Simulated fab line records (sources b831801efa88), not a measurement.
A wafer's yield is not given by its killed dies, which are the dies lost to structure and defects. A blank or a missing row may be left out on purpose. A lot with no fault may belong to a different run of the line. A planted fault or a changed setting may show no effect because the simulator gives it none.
Comparing a struck lot with a sound one | flow sky130 | 16 out of 708 route steps
Sound: wafers L869.1, L869.2, L869.6. Wafers L863.2, L863.4, L863.5 were the ones struck. The cause is given at the end.
At each step with rows: each side's tool, then ch and its chambers, then its first start. Under that, the readings that differ: sound wafers | struck wafers | difference of the means | sigmas: that difference in standard deviations of wafers without a fault.
alike: readings whose means differ by less than 2 such deviations, and words and numbers that are the same on both sides. not compared: withheld readings, readings that some wafer has no value for, bounds like >300 that may hide the same value, and numbers for which the record gives no deviation and whose values overlap.
Wherever a step has rows on one side only, a row that says differs or no value, or a row with sigmas, the two part there. Non-overlapping numbers with no deviation appear without sigmas and do not part them. Lack of a reading on every wafer of one side parts them only where that side has two or more wafers.

first, 2 steps without rows for these wafers: SKY_METAL3_PEB_11; SKY_METAL3_DEVELOP_12 (develop time 60 s).
SKY_METAL3_CD_MEAS_13 targets a cd of 300 nm.
  sound: cd sem-02 at day 44 12:47; struck: cd sem-01 at day 42 17:38
  alike: cd nm
SKY_METAL3_OVL_MEAS_14:
  sound: overlay-02 at day 44 12:54; struck: overlay-02 at day 42 17:44
  alike: METAL3_OVL
SKY_METAL3_DESCUM_15: chemistry O2, time 8 s.
  sound on rie metal-01 ch 0,1, day 44 12:56; struck on rie metal-02 ch 0, day 42 17:46
  alike: chamber pressure mTorr, drypump motor current A, oes product au
  not compared: rf hours counter h
SKY_METAL3_ETCH_16: etches BARC in N2/H2, stops on SiO2, time 88.2 s, target depth 60 nm.
  sound on rie metal-01 ch 0,1, day 44 12:58; struck on rie metal-02 ch 0, day 42 17:48
  alike: chamber pressure mTorr, drypump motor current A, h2 flow sccm, oes product au, throttle valve pct
  not compared: rf hours counter h
then, 1 step without rows for these wafers: SKY_METAL3_ETCH_17 (etches SiO2 in C4F8/O2/Ar, stops on TiN, time 3.9 s, target depth 15 nm).
SKY_METAL3_METAL_ETCH_18: etches the open film in Cl2/BCl3, stops on SiO2, target depth 845 nm, time 183.1 s.
  sound on rie metal-02 ch 0,1, day 44 13:05; struck on rie metal-01 ch 0,1, day 42 17:55
  alike: chamber pressure mTorr, drypump motor current A, oes product au, throttle valve pct
  not compared: rf hours counter h
SKY_METAL3_STRIP_19: strips in O2/N2.
  sound on plasma asher-01 ch 0,1, day 44 13:16; struck on plasma asher-04 ch 0,1, day 42 18:05
  alike: chamber pressure mTorr, drypump motor current A, oes product au, strip time to endpoint s
  not compared: rf hours counter h
then, 3 steps without rows for these wafers: SKY_METAL3_STRIP_20 (strips in post etch residue remover, time 1200 s); SKY_METAL3_CLEAN_21 (cleans in IPA, time 180 s); SKY_METAL3_CLEAN_22 (cleans in O3/DIW).
SKY_VIA3_HDPCVD_00: deposits SiO2, target thk 1635 nm, time 272.5 s.
  sound on hdpcvd-01 ch 1,2, day 44 13:52; struck on hdpcvd-01 ch 1,2, day 42 19:07
  alike: susceptor temp C
SKY_VIA3_THK_MEAS_01:
  sound: film metro-03 at day 44 14:07; struck: film metro-03 at day 42 19:17
  reading              | sound          | struck         | difference | sigmas
  VIA3_HDPCVD_THK (nm) | 1671 1672 1650 | 3263 3253 3257 | +1593      | +80
SKY_VIA3_CMP_02: polishes SiO2.
  sound on cmp-02 ch 0,1,3, day 44 14:10; struck on cmp-01 ch 0,1,2, day 42 19:23
  alike: motor current A
-- the record jumps here: 6 days lie between the struck wafers' starts before and after (it left off in module VIA3 and takes up again in module PAD_OPEN, whose first step shown is number 708 of the route) --
SKY_PAD_OPEN_PROBE_99:
  sound: prober-01 at day 50 11:03; struck: prober-01 at day 49 06:54
  reading            | sound    | struck   | difference | sigmas
  killed_at_M0_to_M3 | 34 32 32 | 52 45 46 | +15        | +2
  alike: defect limited yield, killed_at_M4_up, killed at contacts, killed at front end, killed at other, killed dies, killed open, killed short, sort_bin_3_pad_short, sort_bin_5_function, sort_bin_6_memory, sort n pass, sort yield pct

== WHERE THEY PART ==
At SKY_VIA3_THK_MEAS_01 first; at SKY_PAD_OPEN_PROBE_99 last (within this record only).

WHY: what the simulator had put in
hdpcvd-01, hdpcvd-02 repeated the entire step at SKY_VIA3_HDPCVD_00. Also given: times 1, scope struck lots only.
